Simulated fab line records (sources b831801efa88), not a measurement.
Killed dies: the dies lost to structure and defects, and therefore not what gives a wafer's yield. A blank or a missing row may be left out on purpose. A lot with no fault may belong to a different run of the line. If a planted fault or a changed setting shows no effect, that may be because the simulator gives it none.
Which tool is to blame?	flow gf180mcu	Sampling: 7 lots, 21 wafers, 2 of 602 route steps

## WHAT THE GAUGES READ, wafer by wafer
GF_VT_IMPLANT_TW_MEAS_43.
lot	measured	on	VT_IMPLANT_4_TW
L788	day 8 11:47	film metro-04	682 682 681
L790	day 9 09:58	film metro-02	695 698 694
L792	day 9 20:19	film metro-02	698 696 693
L794	day 10 12:10	film metro-04	684 689 684
L796	day 10 18:22	film metro-02	693 693 693
L805	day 13 05:48	film metro-01	513 512 514
L807	day 13 19:05	film metro-01	514 512 512

## WHAT TOOL EACH LOT RAN ON (gives the tool, then ch and the chambers of the sampled wafers, and finally the start)
lot	GF_VT_IMPLANT_IMPLANT_41
L788	implanter-03 ch 0, day 8 11:32
L790	implanter-01 ch 0, day 9 09:43
L792	implanter-04 ch 0, day 9 20:04
L794	implanter-03 ch 0, day 10 11:55
L796	implanter-03 ch 0, day 10 18:09
L805	implanter-01 ch 0, day 13 05:33
L807	implanter-01 ch 0, day 13 18:52
- GF_VT_IMPLANT_IMPLANT_41

## THE ANSWER, worked out from the rows above alone
Rule: what is usual is taken from the lots themselves. Put in order of their means at a reading, lots are off if they are a third of the lots or fewer, leave a main group of 4 or more, and stand apart from it by a gap of 3 or more times the standard deviation of the main group's means; of several such gaps the widest counts. A main group whose means are all the same, to the digits that the tables above print for the reading, isn't used. Also off: a lot with no number at a reading for which 4 or more lots have one. Any other lot the step has rows for is counted as sound.
Off: L805, L807, at GF_VT_IMPLANT_TW_MEAS_43 (VT_IMPLANT_4_TW). For the main group the mean is 690 and the standard deviation 5.7.
A tool fits if, at a process step before that reading, it ran every lot that is off, and no sound lot after the first of them. Those tools and the gauges at GF_VT_IMPLANT_TW_MEAS_43 are tried in the same way. Can't be told from this: 2 tools fit, implanter-01 at GF_VT_IMPLANT_IMPLANT_41, film metro-01 at GF_VT_IMPLANT_TW_MEAS_43.

## WHAT WAS PUT IN BY THE SIMULATOR
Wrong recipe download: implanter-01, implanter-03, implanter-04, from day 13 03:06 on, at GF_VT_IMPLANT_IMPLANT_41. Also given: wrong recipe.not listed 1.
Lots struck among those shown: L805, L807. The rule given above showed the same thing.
